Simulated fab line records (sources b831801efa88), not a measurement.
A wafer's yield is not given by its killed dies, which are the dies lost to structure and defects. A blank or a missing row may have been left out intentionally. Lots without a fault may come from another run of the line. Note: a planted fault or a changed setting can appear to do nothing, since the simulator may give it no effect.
Split-lot trial ; flow gf180mcu ; on a route of 602 steps: 5 lots, 23 wafers read

== THE SPLIT ITSELF ==
At GF_V2_EXPOSE_11 (exposes mask Via2, target cd 260 nm), the setting doseMj was moved away from the recipe's 38 on 5 of the 23 wafers read, by -4.1% to +5.4%. This setting was run at the recipe's value on the other wafers.

== FROM THE SPLIT TO THE READING: what the file shows between them, 2 steps ==
- GF_V2_PEB_12: peb time 90 s
- GF_V2_DEVELOP_13: develop time 60 s

== THE READING ==
cdNm (nm) at GF_V2_CD_MEAS_14, where the cd target is 260 nm. Typical for fault-free wafers on this fab line: 260.3 nm, with standard deviation 1.2 nm.

wafer;tool, chamber at the split;doseMj as run;against the recipe;cdNm, nm;against lot-mates on the recipe
L074.2;krfScanner-02, 0;40.04;+5.4%;269.4;+9.9
L074.3;krfScanner-02, 0;40.04;+5.4%;268.8;+9.3
L074.4;krfScanner-02, 0;38;recipe;258.8;-
L074.5;krfScanner-02, 0;38;recipe;259.9;-
L074.6;krfScanner-02, 0;38;recipe;259.9;-
L076.1;krfScanner-01, 0;38;recipe;261.3;-
L076.3;krfScanner-01, 0;38;recipe;261.2;-
L076.6;krfScanner-01, 0;38;recipe;261.6;-
L077.1;krfScanner-02, 0;38;recipe;259.2;-
L077.2;krfScanner-02, 0;38;recipe;259.5;-
L077.4;krfScanner-02, 0;38;recipe;258.1;-
L077.5;krfScanner-02, 0;38;recipe;258.7;-
L077.6;krfScanner-02, 0;38;recipe;259.2;-
L079.2;krfScanner-01, 0;38;recipe;261.1;-
L079.3;krfScanner-01, 0;38;recipe;260.2;-
L079.4;krfScanner-01, 0;38;recipe;260.6;-
L079.5;krfScanner-01, 0;38;recipe;261.0;-
L079.6;krfScanner-01, 0;38;recipe;260.4;-
L083.1;krfScanner-02, 0;38;recipe;260.7;-
L083.2;krfScanner-02, 0;36.43;-4.1%;253.5;-7.0
L083.3;krfScanner-02, 0;36.43;-4.1%;253.2;-7.3
L083.4;krfScanner-02, 0;38;recipe;260.4;-
L083.5;krfScanner-02, 0;36.43;-4.1%;255.1;-5.4

THE FIT
A straight line over all 23 wafers: cdNm changes by +1.59 nm for each +1% of doseMj; r = +0.97; the points scatter about the line by 0.98 nm.
The same after taking each lot's own level away (the mean of its wafers on the recipe; 23 wafers): +1.7 nm for each +1%; r = +0.99; scatter 0.52 nm.
Per that fit: largest doseMj move, reading shift of 9.1 nm.
Across the lots, their own levels run from 258.94 to 261.37 nm, a range of 2.0 times the standard deviation given above.
The two slopes agree, so the slope changes little with the lot-to-lot level.
Check: with one of the wafers moved furthest among these (+5.4%) left out of the fit, the line predicts +8.91 nm for it against its lot-mates. Against them it came out at +9.87 nm.

== THESE WAFERS: OTHER SPLITS ==
Other splits were also applied to these wafers ahead of the reading. Each is held against what the fit with the lots' levels taken away leaves over:
other split on the same wafers;wafers away from the commonest value;r with cdNm (lot level and that fit taken away)
GF_V1_ETCH_17 biasW;8;-0.27
GF_V1_CVD_23 pressureTorr;15;-0.12
GF_M2_SPUTTER_01 timeS;4;-0.39
GF_V2_CMP_04 leaveAboveRefNm;11;-0.12

== THE WHOLE CHAIN: every reading that the file lists as answering this split, in the file's order ==
step;what it does;reading;change (the file's fit);r (the file's)
GF_V2_CD_MEAS_14;target cd 260 nm;cdNm;+1.72 nm for each +1% of the setting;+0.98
GF_V2_ETCH_16;etches BARC in N2/H2;V2.cdNm (the simulator's own value, which no gauge read);+1.67 nm for each +1% of the setting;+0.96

== FILE'S OWN FIT ==
cdNm changes by +1.72 nm for each +1% of doseMj, r = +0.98.
